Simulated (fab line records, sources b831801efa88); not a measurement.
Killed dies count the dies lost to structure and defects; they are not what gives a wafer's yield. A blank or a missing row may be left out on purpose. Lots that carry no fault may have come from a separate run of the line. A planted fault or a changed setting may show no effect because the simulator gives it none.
Which tool is to blame? ; flow gf180mcu ; Sampling: 12 lots, 36 wafers, 2 of 602 route steps

WHAT THE GAUGES READ, wafer by wafer
GF_V2_CD_MEAS_14: target cd 260 nm.
lot;measured;on;cd-nm (nm)
L374;day 21 00:33;cd-sem-01;258.7 259.0 257.9
L375;day 21 20:55;cd-sem-02;261.1 262.4 262.9
L376;day 22 00:30;cd-sem-02;260.1 259.9 259.7
L377;day 22 10:10;cd-sem-02;261.5 263.1 262.0
L379;day 23 00:42;cd-sem-01;258.7 258.4 259.8
L380;day 23 08:06;cd-sem-01;258.7 258.6 259.2
L382;day 24 00:06;cd-sem-02;259.5 259.6 259.5
L383;day 24 15:10;cd-sem-02;261.5 261.2 262.1
L391;day 26 17:26;cd-sem-02;260.3 259.5 259.2
L392;day 26 23:11;cd-sem-02;261.1 261.1 260.8
L394;day 27 12:58;cd-sem-02;260.3 260.7 259.5
L395;day 27 19:21;cd-sem-02;261.1 261.6 262.6

WHICH TOOL RAN EACH LOT (tool, then ch and the chambers of the sampled wafers, then the start)
lot;GF_V2_CMP_04
L374;cmp-02 ch 0,2,3, day 20 00:22
L375;cmp-02 ch 0,1, day 20 20:11
L376;cmp-02 ch 0,1,2, day 21 00:50
L377;cmp-02 ch 1,2, day 21 10:14
L379;cmp-02 ch 1,3, day 22 01:16
L380;cmp-01 ch 0,1,2, day 22 09:16
L382;cmp-02 ch 0,2, day 23 01:10
L383;cmp-02 ch 2,3, day 23 17:03
L391;cmp-01 ch 0,3, day 25 20:07
L392;cmp-02 ch 1,2,3, day 26 02:01
L394;cmp-02 ch 0,3, day 26 16:13
L395;cmp-02 ch 0,2,3, day 26 23:38
- GF_V2_CMP_04: polishes SiO2.

WHAT THE TOOLS THEMSELVES READ (means of the sampled wafers that have a number; where no wafer has one, the mark that the record gives instead)
GF_V2_CMP_04.
lot;tool;edge-zone-pressure-frac;motor-current-A (A);time-to-endpoint-s (s)
L374;cmp-02;1.000;12.2;73
L375;cmp-02;0.999;11.9;73
L376;cmp-02;0.998;12.1;66
L377;cmp-02;1.000;12.6;74
L379;cmp-02;1.001;12.5;72
L380;cmp-01;0.999;13.1;75
L382;cmp-02;1.002;12.0;83
L383;cmp-02;0.997;12.5;77
L391;cmp-01;1.006;12.8;70
L392;cmp-02;0.993;12.6;77
L394;cmp-02;1.000;12.3;71
L395;cmp-02;1.002;12.3;77

THE ANSWER, worked out from the rows above alone
Rule: the lots themselves supply what counts as usual. The widest of any qualifying gaps counts: lots, ordered by their means at a reading, are off when they make up no more than a third of the lots, leave a main group of 4 or more, and stand apart from it by 3 or more times the standard deviation of that group's means. If all means in a main group match to the digits the tables above print for the reading, that group is not used. Also off: a lot with no number at a reading for which 4 or more lots have one. The other lots that the step has rows for count as sound. First the gauges in route order, then the tools' own readings, where a lot's mean is used as printed above. At the first step where some lot is off, the reading lying furthest off is the one used; lots without a number count as furthest.
None of the lots is off at any reading shown; this tells nothing.

WHAT THE SIMULATOR HAD INSERTED
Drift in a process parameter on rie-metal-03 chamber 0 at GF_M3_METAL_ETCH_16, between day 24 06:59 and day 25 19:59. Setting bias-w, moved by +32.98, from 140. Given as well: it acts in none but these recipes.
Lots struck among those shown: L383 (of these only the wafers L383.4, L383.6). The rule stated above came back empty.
